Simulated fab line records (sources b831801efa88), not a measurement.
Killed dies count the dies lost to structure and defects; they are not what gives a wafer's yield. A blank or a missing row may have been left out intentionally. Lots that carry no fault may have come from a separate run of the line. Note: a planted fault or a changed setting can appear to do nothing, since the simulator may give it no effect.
Which of the tools did it?	flow sky130	at 1 step of a route of 708, 14 lots with 42 wafers sampled

== WHAT THE GAUGES READ, wafer by wafer ==
The record holds no reading of a measuring or inspecting step that can be judged against a usual standard deviation.

== WHICH TOOL RAN EACH LOT (tool, then ch and the chambers of the sampled wafers, then the start) ==
lot	SKY_GATE_OXIDE_DEVELOP_09
L389	litho track-01 ch 0, day 13 15:27
L390	litho track-04 ch 0, day 13 20:17
L392	litho track-02 ch 0, day 14 16:35
L393	litho track-01 ch 0, day 15 00:18
L395	litho track-01 ch 0, day 15 17:51
L396	litho track-01 ch 0, day 16 00:52
L399	litho track-04 ch 0, day 17 05:21
L400	litho track-04 ch 0, day 17 18:12
L403	litho track-04, day 18 08:59
L404	litho track-01, day 18 22:45
L408	litho track-01 ch 0, day 21 16:48
L409	litho track-01 ch 0, day 21 17:42
L411	litho track-02 ch 0, day 21 17:54
L410	litho track-04 ch 0, day 21 18:00
- SKY_GATE_OXIDE_DEVELOP_09: develop time 60 s.

== AS READ BY THE TOOLS THEMSELVES (means over the sampled wafers that have a number; for cases with no such wafer, the mark the record gives instead) ==
SKY_GATE_OXIDE_DEVELOP_09.
lot	tool	chill plate temp C (C)
L389	litho track-01	22.89
L390	litho track-04	23.03
L392	litho track-02	22.94
L393	litho track-01	22.95
L395	litho track-01	23.08
L396	litho track-01	23.12
L399	litho track-04	23.02
L400	litho track-04	23.18
L403	litho track-04	-
L404	litho track-01	-
L408	litho track-01	22.96
L409	litho track-01	23.01
L411	litho track-02	22.91
L410	litho track-04	22.85

== THE ANSWER, worked out from the rows above alone ==
Rule: usual is defined by the lots themselves. The widest of any qualifying gaps counts: lots, ordered by their means at a reading, are off when they make up no more than a third of the lots, leave a main group of 4 or more, and stand apart from it by 3 or more times the standard deviation of that group's means. A main group is skipped when, at the precision printed for the reading in the tables above, its means are all equal. Also off: a lot with no number at a reading for which 4 or more lots have one. All remaining lots with rows at the step are treated as sound. First the gauges in route order, then the tools' own readings, where a lot's mean is used as printed above. The first step at which some lot is off is used, and at that step the reading that is off furthest; a lot without a number counts as furthest.
Off: L403, L404 (SKY_GATE_OXIDE_DEVELOP_09, chill plate temp C). Without a number there: L403, L404. The main group has a mean of 23.00 C with a standard deviation of 0.093.
A tool fits if, at that step or a process step before it, it ran every lot that is off, and no sound lot after the first of them. None of those tried fits.

== WHAT HAD BEEN PUT IN BY THE SIMULATOR ==
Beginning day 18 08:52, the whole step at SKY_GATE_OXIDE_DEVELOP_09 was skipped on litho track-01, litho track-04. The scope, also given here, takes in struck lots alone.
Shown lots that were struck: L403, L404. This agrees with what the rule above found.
